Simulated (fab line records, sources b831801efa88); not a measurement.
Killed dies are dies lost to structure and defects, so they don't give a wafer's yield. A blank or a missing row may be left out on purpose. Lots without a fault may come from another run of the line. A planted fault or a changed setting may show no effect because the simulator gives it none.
Which tool did it? | flow gf180mcu | 12 lots, 36 wafers sampled, at 5 steps of a route of 602

WHAT THE GAUGES READ, wafer by wafer
GF_HV_LDD_THK_MEAS_55.
lot  | measured     | on            | HV_LDD_CVD_54_THK (nm)
L287 | day 12 06:48 | film_metro-03 | 10.04 10.05 10.16
L288 | day 12 23:04 | film_metro-02 | 9.96 9.96 9.91
L289 | day 13 04:24 | film_metro-03 | 9.73 9.96 9.81
L290 | day 13 13:18 | film_metro-03 | 10.01 9.96 10.08
L291 | day 13 22:07 | film_metro-02 | 9.98 10.13 9.86
L293 | day 14 08:41 | film_metro-01 | 9.91 9.97 9.92
L294 | day 14 20:31 | film_metro-03 | 10.18 10.04 10.15
L296 | day 15 08:13 | film_metro-03 | 10.04 9.92 10.09
L297 | day 15 17:41 | film_metro-02 | 10.14 10.18 10.17
L299 | day 16 10:18 | film_metro-03 | 10.16 10.03 10.07
L301 | day 17 03:03 | film_metro-03 | 6.34 6.39 6.39 6.38 6.42 6.38
L304 | day 18 05:07 | film_metro-01 | 9.89 9.95 9.83

GF_M1_RS_MEAS_05: measures by four-point-probe.
lot  | measured     | on            | M1_ALCU_RS (ohm/sq)
L287 | day 15 23:29 | film_metro-04 | 0.0681 0.0684 0.0683
L288 | day 17 01:16 | film_metro-04 | 0.0697 0.0698 0.0701
L289 | day 16 23:58 | film_metro-04 | 0.0688 0.0688 0.0694
L290 | day 17 09:43 | film_metro-03 | 0.0693 0.0702 0.0694
L291 | day 17 19:19 | film_metro-01 | 0.0691 0.0686 0.0679
L293 | day 18 05:46 | film_metro-04 | 0.0690 0.0701 0.0698
L294 | day 18 21:40 | film_metro-04 | 0.0680 0.0689 0.0685
L296 | day 19 11:31 | film_metro-01 | 0.0689 0.0690 0.0685
L297 | day 19 19:13 | film_metro-03 | 0.0695 0.0693 0.0698
L299 | day 20 14:41 | film_metro-04 | 0.0700 0.0701 0.0698
L301 | day 21 07:28 | film_metro-03 | 0.0695 0.0691 0.0688
L304 | day 22 10:07 | film_metro-03 | 0.0707 0.0703 0.0701

WHICH TOOL RAN EACH LOT (tool, then ch and the chambers of the sampled wafers, then the start)
lot  | GF_DNWELL_STRIP_08                  | GF_HV_LDD_CVD_54            | GF_PSD_RTA_13
L287 | plasma_asher-03 ch 0,1, day 2 17:46 | lpcvd-01 ch 0, day 12 05:16 | rtp_anneal-02 ch 0, day 14 01:55
L288 | plasma_asher-03 ch 0,1, day 3 02:09 | lpcvd-02 ch 1, day 12 22:01 | rtp_anneal-02 ch 0, day 15 01:27
L289 | plasma_asher-01 ch 0,1, day 3 06:29 | lpcvd-01 ch 0, day 13 03:22 | rtp_anneal-01 ch 0, day 15 00:22
L290 | plasma_asher-03 ch 0,1, day 3 10:11 | lpcvd-01 ch 0, day 13 12:16 | rtp_anneal-02 ch 0, day 15 09:22
L291 | plasma_asher-01 ch 0,1, day 3 15:33 | lpcvd-01 ch 0, day 13 21:05 | rtp_anneal-02 ch 0, day 15 19:02
L293 | plasma_asher-01 ch 0,1, day 4 03:23 | lpcvd-02 ch 0, day 14 07:39 | rtp_anneal-02 ch 0, day 16 04:38
L294 | plasma_asher-03 ch 0,1, day 4 07:41 | lpcvd-02 ch 1, day 14 19:30 | rtp_anneal-01 ch 0, day 16 18:59
L296 | plasma_asher-03 ch 0,1, day 4 19:33 | lpcvd-01 ch 1, day 15 07:11 | rtp_anneal-02 ch 0, day 17 07:47
L297 | plasma_asher-01 ch 0,1, day 4 23:31 | lpcvd-01 ch 0, day 15 16:40 | rtp_anneal-02 ch 0, day 17 16:34
L299 | plasma_asher-02 ch 0,1, day 5 11:41 | lpcvd-02 ch 0, day 16 09:17 | rtp_anneal-02 ch 0, day 18 11:37
L301 | plasma_asher-03 ch 0,1, day 5 19:30 | lpcvd-02 ch 0, day 17 02:00 | rtp_anneal-02 ch 0, day 19 03:45
L304 | plasma_asher-01 ch 0,1, day 6 13:04 | lpcvd-01 ch 0, day 18 04:05 | rtp_anneal-01 ch 0, day 20 07:05
- GF_DNWELL_STRIP_08: strips in O2/N2.
- GF_HV_LDD_CVD_54: deposits SiO2 from TEOS, target thk 10 nm, time 75 s.
- GF_PSD_RTA_13: time 20 s.

WHAT THE TOOLS THEMSELVES READ (means of the sampled wafers that have a number; where no wafer has one, the mark that the record gives instead)
GF_DNWELL_STRIP_08.
lot  | tool            | drypump_motor_current_A (A) | heater_power_w (W) | oes_product_au (a.u.) | strip_time_to_endpoint_s (s)
L287 | plasma_asher-03 | 5.0                         | 346                | 0.725                 | 37.14
L288 | plasma_asher-03 | 5.0                         | 349                | 0.721                 | 36.81
L289 | plasma_asher-01 | 5.7                         | 380                | 0.721                 | 36.94
L290 | plasma_asher-03 | 4.9                         | 366                | 0.719                 | 37.14
L291 | plasma_asher-01 | 5.7                         | 332                | 0.725                 | 37.10
L293 | plasma_asher-01 | 5.7                         | 334                | 0.727                 | 36.96
L294 | plasma_asher-03 | 5.0                         | 344                | 0.724                 | 36.88
L296 | plasma_asher-03 | 5.0                         | 346                | 0.721                 | 37.13
L297 | plasma_asher-01 | 5.7                         | 333                | 0.726                 | 36.95
L299 | plasma_asher-02 | 5.5                         | 348                | 0.729                 | 36.96
L301 | plasma_asher-03 | 5.0                         | 348                | 0.726                 | 37.09
L304 | plasma_asher-01 | 5.7                         | 332                | 0.728                 | 37.01

GF_HV_LDD_CVD_54.
lot  | tool     | pressure_mtorr (mTorr) | spike_tc_lower_C (C)
L287 | lpcvd-01 | 400.2                  | 678.4
L288 | lpcvd-02 | 399.2                  | 680.8
L289 | lpcvd-01 | 400.3                  | 679.4
L290 | lpcvd-01 | 398.8                  | 679.3
L291 | lpcvd-01 | 399.6                  | 678.8
L293 | lpcvd-02 | 398.9                  | 680.0
L294 | lpcvd-02 | 400.3                  | 680.0
L296 | lpcvd-01 | 399.7                  | 679.4
L297 | lpcvd-01 | 399.3                  | 678.9
L299 | lpcvd-02 | 399.3                  | 679.6
L301 | lpcvd-02 | 400.6                  | 679.1
L304 | lpcvd-01 | 400.1                  | 679.6

GF_PSD_RTA_13.
lot  | tool          | lamp_power_pct (%) | wafer_temp_C_max
L287 | rtp_anneal-02 | 36.2               | 1027.3
L288 | rtp_anneal-02 | 36.2               | 1027.2
L289 | rtp_anneal-01 | 41.8               | 1031.8
L290 | rtp_anneal-02 | 36.2               | 1027.6
L291 | rtp_anneal-02 | 36.2               | 1027.3
L293 | rtp_anneal-02 | 36.2               | 1027.9
L294 | rtp_anneal-01 | 41.8               | 1031.5
L296 | rtp_anneal-02 | 36.2               | 1028.4
L297 | rtp_anneal-02 | 36.2               | 1027.8
L299 | rtp_anneal-02 | 36.2               | 1027.7
L301 | rtp_anneal-02 | 36.2               | 1028.4
L304 | rtp_anneal-01 | 41.8               | 1031.3

THE ANSWER, worked out from the rows above alone
Rule: what is usual is taken from the lots themselves. Put in order of their means at a reading, lots are off if they are a third of the lots or fewer, leave a main group of 4 or more, and stand apart from it by a gap of 3 or more times the standard deviation of the main group's means; of several such gaps the widest counts. A main group whose means are all the same, to the digits that the tables above print for the reading, isn't used. A lot without any number at a reading at which 4 lots or more have one is off too. The other lots that the step has rows for count as sound. The gauges are gone through in route order, then the tools' own readings, and for those a lot's mean is taken as printed above. The first step at which some lot is off is used, and at that step the reading that is off furthest; a lot without a number counts as furthest.
Off: L301, at GF_HV_LDD_THK_MEAS_55 (HV_LDD_CVD_54_THK). The main group: mean 10.01 nm, standard deviation 0.097.
A tool fits if, at a process step before that reading, it ran every lot that is off, and no sound lot after the first of them. The gauges at GF_HV_LDD_THK_MEAS_55 are tried like those tools. Can't be told from this: 3 tools fit, plasma_asher-03 at GF_DNWELL_STRIP_08, lpcvd-02 at GF_HV_LDD_CVD_54, film_metro-03 at GF_HV_LDD_THK_MEAS_55.

WHAT THE SIMULATOR HAD PUT IN
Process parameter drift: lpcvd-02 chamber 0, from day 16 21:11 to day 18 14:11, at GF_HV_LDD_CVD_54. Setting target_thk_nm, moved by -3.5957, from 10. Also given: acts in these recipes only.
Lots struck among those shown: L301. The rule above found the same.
